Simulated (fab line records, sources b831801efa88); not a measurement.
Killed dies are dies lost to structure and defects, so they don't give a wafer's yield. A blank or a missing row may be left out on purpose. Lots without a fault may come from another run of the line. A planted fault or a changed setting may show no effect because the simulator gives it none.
A struck lot beside a sound one | flow sky130 | 21 steps out of a route of 708
Sound: wafers L946.3, L946.4, L946.6. Struck: wafers L955.2, L955.3, L955.4. The cause comes at the end.
At each step with rows: each side's tool, then ch and its chambers, then its first start. Under that, the readings that differ: sound wafers | struck wafers | difference of the means | sigmas: that difference in standard deviations of wafers without a fault.
alike: readings whose means differ by less than 2 such deviations, and words and numbers that are the same on both sides. not compared: withheld readings, readings that some wafer has no value for, bounds like >300 that may hide the same value, and numbers for which the record gives no deviation and whose values overlap.
The two part at a step that has a row with sigmas, a row that says differs or no value, or rows on one side only. Numbers that don't overlap but have no deviation are shown without sigmas and don't part them. A reading that every wafer of one side lacks parts them only if that side has two wafers or more.

first, 6 steps without rows for these wafers: SKY_DNWELL_COAT_02 (resist thk 3000 nm); SKY_DNWELL_SOFTBAKE_03; SKY_DNWELL_EXPOSE_04 (exposes mask DNM, target cd 3000 nm); SKY_DNWELL_PEB_05; SKY_DNWELL_DEVELOP_06 (develop time 60 s); SKY_DNWELL_IMPLANT_07.
SKY_DNWELL_STRIP_08: strips in O2/N2.
  sound on plasma_asher-01 ch 0,1, day 3 05:23; struck on plasma_asher-03 ch 0,1, day 5 04:59
  alike: drypump_motor_current_A, oes_product_au, strip_time_to_endpoint_s
  not compared: rf_hours_counter_h
SKY_DNWELL_TW_MEAS_09:
  sound on film_metro-04, day 3 05:28; struck on film_metro-04, day 5 05:06
  alike: DNWELL_TW
then, 4 steps without rows for these wafers: SKY_PWDE_DEHYDRATE_00 (time 60 s); SKY_PWDE_HMDS_01 (prime time 60 s); SKY_PWDE_COAT_02 (resist thk 3000 nm); SKY_PWDE_SOFTBAKE_03.
SKY_PWDE_EXPOSE_04: exposes mask PWDEM, target cd 840 nm.
  sound on iline_stepper-01 ch 0, day 3 14:13; struck on iline_stepper-02 ch 0, day 5 13:17
  reading | sound                   | struck            | difference | sigmas
  mask    | PWDEM#0 PWDEM#0 PWDEM#0 | DNM#0 DNM#0 DNM#0 | differs    |
then, 2 steps without rows for these wafers: SKY_PWDE_PEB_05; SKY_PWDE_DEVELOP_06 (develop time 60 s).
SKY_PWDE_OVL_MEAS_07:
  sound on overlay-01, day 3 21:39; struck on overlay-01, day 5 20:50
  reading       | sound       | struck | difference                    | sigmas
  PWDE_OVL (nm) | 0.9 3.4 2.6 | - - -  | no value on the struck wafers |
then, 1 step without rows for these wafers: SKY_PWDE_IMPLANT_08.
SKY_PWDE_STRIP_09: strips in O2/N2.
  sound on plasma_asher-02 ch 0,1, day 3 21:52; struck on plasma_asher-03 ch 0,1, day 5 21:01
  reading                      | sound             | struck            | difference | sigmas
  strip_time_to_endpoint_s (s) | 37.16 37.11 37.14 | 36.94 36.82 36.99 | -0.22      | -2
  alike: drypump_motor_current_A, oes_product_au
  not compared: rf_hours_counter_h
SKY_PWDE_TW_MEAS_10:
  sound on film_metro-02, day 3 21:56; struck on film_metro-02, day 5 21:08
  reading | sound       | struck   | difference | sigmas
  PWDE_TW | 375 374 375 | 30 30 30 | -345       | -73
then, 1 step without rows for these wafers: SKY_NWELL_DEHYDRATE_03 (time 60 s).
-- the record jumps here: 42 days lie between the struck wafers' starts before and after (it left off in module NWELL and takes up again in module PAD_OPEN, whose first step shown is number 708 of the route) --
SKY_PAD_OPEN_PROBE_99:
  sound on prober-01, day 45 16:26; struck on prober-02, day 48 02:16
  reading             | sound     | struck      | difference | sigmas
  killed_at_M0_to_M3  | 69 46 49  | 39 39 42    | -15        | -2
  killed_at_front_end | 11 21 17  | 416 427 415 | +403       | +88
  killed_dies         | 114 91 93 | 492 492 492 | +393       | +43
  killed_on_rim       | 16 16 14  | 96 96 96    | +81        | +23
  alike: killed_at_M4_up, killed_at_contacts, killed_at_other, killed_open, killed_short

WHERE THEY PART
First at SKY_PWDE_EXPOSE_04; last, within this record, at SKY_PAD_OPEN_PROBE_99.

WHY: what the simulator had put in
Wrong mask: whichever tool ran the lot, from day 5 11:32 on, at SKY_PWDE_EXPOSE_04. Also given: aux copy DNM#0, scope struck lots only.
